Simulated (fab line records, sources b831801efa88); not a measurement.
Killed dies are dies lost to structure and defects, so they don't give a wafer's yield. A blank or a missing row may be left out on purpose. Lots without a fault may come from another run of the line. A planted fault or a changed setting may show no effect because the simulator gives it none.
Which tool did it? | flow gf180mcu | 13 lots, 39 wafers sampled, at 1 step of a route of 602

WHAT THE GAUGES READ, wafer by wafer
GF_STI_THK_MEAS_04. Usual: STI_CVD_03_THK 206.2 nm, standard deviation 2.3.
lot  | measured    | on            | STI_CVD_03_THK (nm) | flag
L169 | day 1 13:59 | film_metro-04 | 206.0 207.0 204.3   |
L172 | day 2 04:34 | film_metro-04 | 205.7 205.1 206.7   |
L174 | day 2 14:34 | film_metro-04 | 206.8 209.1 208.8   |
L176 | day 3 05:10 | film_metro-04 | 205.7 207.7 206.4   |
L177 | day 3 09:23 | film_metro-02 | 204.6 205.2 205.5   |
L178 | day 3 13:37 | film_metro-02 | 205.3 206.0 205.7   |
L183 | day 4 11:35 | film_metro-04 | 205.7 205.4 206.2   |
L184 | day 4 16:35 | film_metro-01 | 209.0 206.7 208.5   |
L185 | day 4 21:59 | film_metro-01 | 207.9 208.6 208.0   |
L189 | day 5 17:34 | film_metro-04 | 204.8 203.4 205.1   |
L190 | day 5 22:34 | film_metro-02 | 203.8 203.7 204.1   |
L191 | day 6 03:34 | film_metro-04 | 204.5 204.5 203.5   |
L192 | day 6 11:59 | film_metro-01 | 201.8 201.3 203.1   |

WHICH TOOL RAN EACH LOT (tool, then ch and the chambers of the sampled wafers, then the start)
The record holds no process step before these readings.

WHAT THE TOOLS THEMSELVES READ (means of the sampled wafers that have a number; where no wafer has one, the mark that the record gives instead)
The record holds no such reading with a usual standard deviation.

THE ANSWER, worked out from the rows above alone
Rule: a lot is off if the mean of its wafers that have a number lies more than 3 standard deviations from the usual mean. A lot without any number at a reading at which 4 lots or more have one is off too. The other lots that the step has rows for count as sound. The gauges are gone through in route order, then the tools' own readings, and for those a lot's mean is taken as printed above. The first step at which some lot is off is used, and at that step the reading that is off furthest; a lot without a number counts as furthest.
No lot is off at any reading shown: from this, nothing can be told.

WHAT THE SIMULATOR HAD PUT IN
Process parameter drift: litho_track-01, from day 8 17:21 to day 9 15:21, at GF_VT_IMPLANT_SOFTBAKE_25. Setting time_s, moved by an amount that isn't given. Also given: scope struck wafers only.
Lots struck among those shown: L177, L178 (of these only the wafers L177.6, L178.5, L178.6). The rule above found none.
